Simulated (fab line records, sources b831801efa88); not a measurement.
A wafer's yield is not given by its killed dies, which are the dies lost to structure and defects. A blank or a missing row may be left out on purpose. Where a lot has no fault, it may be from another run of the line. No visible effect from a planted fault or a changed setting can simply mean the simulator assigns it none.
What tool caused it? / flow gf180mcu / 42 wafers from 14 lots sampled at 3 of the route's 602 steps

WHAT THE GAUGES READ, wafer by wafer
GF_CONTACT_THK_MEAS_01.
lot=L520; measured=day 15 18:46; on=film_metro-01; CONTACT_CVD_00_THK (nm)=312 310 311
lot=L521; measured=day 16 06:08; on=film_metro-03; CONTACT_CVD_00_THK (nm)=308 308 309
lot=L524; measured=day 16 22:35; on=film_metro-01; CONTACT_CVD_00_THK (nm)=316 317 313
lot=L525; measured=day 17 11:28; on=film_metro-03; CONTACT_CVD_00_THK (nm)=312 315 312
lot=L526; measured=day 18 01:06; on=film_metro-03; CONTACT_CVD_00_THK (nm)=306 304 308
lot=L527; measured=day 18 02:38; on=film_metro-02; CONTACT_CVD_00_THK (nm)=309 312 315
lot=L528; measured=day 18 12:08; on=film_metro-02; CONTACT_CVD_00_THK (nm)=321 315 313
lot=L530; measured=day 19 05:54; on=film_metro-03; CONTACT_CVD_00_THK (nm)=306 307 309
lot=L531; measured=day 19 16:05; on=film_metro-03; CONTACT_CVD_00_THK (nm)=311 312 311
lot=L533; measured=day 20 02:42; on=film_metro-02; CONTACT_CVD_00_THK (nm)=304 307 311
lot=L532; measured=day 20 02:58; on=film_metro-01; CONTACT_CVD_00_THK (nm)=315 314 320
lot=L535; measured=day 21 00:02; on=film_metro-03; CONTACT_CVD_00_THK (nm)=307 308 308
lot=L541; measured=day 22 19:58; on=film_metro-03; CONTACT_CVD_00_THK (nm)=319 312 315
lot=L542; measured=day 23 06:10; on=film_metro-01; CONTACT_CVD_00_THK (nm)=311 307 312

GF_CONTACT_RS_MEAS_25: the measuring method here is four-point-probe.
lot=L520; measured=day 16 18:23; on=film_metro-02; CONTACT_W_RS (ohm/sq)=0.413 0.410 0.414
lot=L521; measured=day 17 05:10; on=film_metro-01; CONTACT_W_RS (ohm/sq)=0.410 0.410 0.407
lot=L524; measured=day 17 23:12; on=film_metro-03; CONTACT_W_RS (ohm/sq)=0.392 0.406 0.408
lot=L525; measured=day 18 12:19; on=film_metro-01; CONTACT_W_RS (ohm/sq)=0.413 0.409 0.405
lot=L526; measured=day 19 02:49; on=film_metro-03; CONTACT_W_RS (ohm/sq)=0.402 0.406 0.389
lot=L527; measured=day 19 03:49; on=film_metro-01; CONTACT_W_RS (ohm/sq)=0.407 0.392 0.404
lot=L528; measured=day 19 13:48; on=film_metro-03; CONTACT_W_RS (ohm/sq)=0.418 0.416 0.409
lot=L530; measured=day 20 07:25; on=film_metro-01; CONTACT_W_RS (ohm/sq)=0.415 0.404 0.407
lot=L531; measured=day 20 17:36; on=film_metro-03; CONTACT_W_RS (ohm/sq)=0.414 0.411 0.409
lot=L533; measured=day 21 03:46; on=film_metro-03; CONTACT_W_RS (ohm/sq)=0.413 0.411 0.415
lot=L532; measured=day 21 04:20; on=film_metro-01; CONTACT_W_RS (ohm/sq)=0.411 0.397 0.415
lot=L535; measured=day 22 01:32; on=film_metro-03; CONTACT_W_RS (ohm/sq)=0.405 0.409 0.407
lot=L541; measured=day 23 19:57; on=film_metro-01; CONTACT_W_RS (ohm/sq)=0.404 0.409 0.414
lot=L542; measured=day 24 05:36; on=film_metro-03; CONTACT_W_RS (ohm/sq)=0.403 0.402 0.402

WHICH TOOL RAN EACH LOT (tool, then ch and the chambers of the sampled wafers, then the start)
lot=L520; GF_CONTACT_CVD_24=cvd_w-02 ch 0,1, day 16 18:16
lot=L521; GF_CONTACT_CVD_24=cvd_w-02 ch 0,1, day 17 05:02
lot=L524; GF_CONTACT_CVD_24=cvd_w-01 ch 0,1, day 17 23:06
lot=L525; GF_CONTACT_CVD_24=cvd_w-02 ch 0,1, day 18 12:12
lot=L526; GF_CONTACT_CVD_24=cvd_w-01 ch 0,1, day 19 02:43
lot=L527; GF_CONTACT_CVD_24=cvd_w-01 ch 0,1, day 19 03:41
lot=L528; GF_CONTACT_CVD_24=cvd_w-02 ch 0,1, day 19 13:41
lot=L530; GF_CONTACT_CVD_24=cvd_w-02 ch 0, day 20 07:17
lot=L531; GF_CONTACT_CVD_24=cvd_w-02 ch 0, day 20 17:30
lot=L533; GF_CONTACT_CVD_24=cvd_w-02 ch 0,1, day 21 03:38
lot=L532; GF_CONTACT_CVD_24=cvd_w-01 ch 0,1, day 21 04:14
lot=L535; GF_CONTACT_CVD_24=cvd_w-01 ch 1, day 22 01:26
lot=L541; GF_CONTACT_CVD_24=cvd_w-01 ch 1, day 23 19:45
lot=L542; GF_CONTACT_CVD_24=cvd_w-01 ch 1, day 24 05:25
- GF_CONTACT_CVD_24: deposits W, target thk 300 nm, time 90.339 s.

WHAT THE TOOLS THEMSELVES READ (means of the sampled wafers that have a number; where no wafer has one, the mark that the record gives instead)
GF_CONTACT_CVD_24.
lot=L520; tool=cvd_w-02; heater_power_w (W)=846
lot=L521; tool=cvd_w-02; heater_power_w (W)=835
lot=L524; tool=cvd_w-01; heater_power_w (W)=800
lot=L525; tool=cvd_w-02; heater_power_w (W)=837
lot=L526; tool=cvd_w-01; heater_power_w (W)=811
lot=L527; tool=cvd_w-01; heater_power_w (W)=815
lot=L528; tool=cvd_w-02; heater_power_w (W)=828
lot=L530; tool=cvd_w-02; heater_power_w (W)=848
lot=L531; tool=cvd_w-02; heater_power_w (W)=856
lot=L533; tool=cvd_w-02; heater_power_w (W)=839
lot=L532; tool=cvd_w-01; heater_power_w (W)=812
lot=L535; tool=cvd_w-01; heater_power_w (W)=812
lot=L541; tool=cvd_w-01; heater_power_w (W)=800
lot=L542; tool=cvd_w-01; heater_power_w (W)=803

THE ANSWER, worked out from the rows above alone
Rule: usual is defined by the lots themselves. The widest of any qualifying gaps counts: lots, ordered by their means at a reading, are off when they make up no more than a third of the lots, leave a main group of 4 or more, and stand apart from it by 3 or more times the standard deviation of that group's means. If all means in a main group match to the digits the tables above print for the reading, that group is not used. A lot without any number at a reading at which 4 lots or more have one is off too. The other lots that the step has rows for count as sound. After the gauges, taken in route order, come the tools' own readings; for these a lot's mean is taken, as printed above. At the first step where some lot is off, the reading lying furthest off is the one used; lots without a number count as furthest.
Nothing can be told from this: no lot is off at any reading shown.

WHAT THE SIMULATOR HAD PUT IN
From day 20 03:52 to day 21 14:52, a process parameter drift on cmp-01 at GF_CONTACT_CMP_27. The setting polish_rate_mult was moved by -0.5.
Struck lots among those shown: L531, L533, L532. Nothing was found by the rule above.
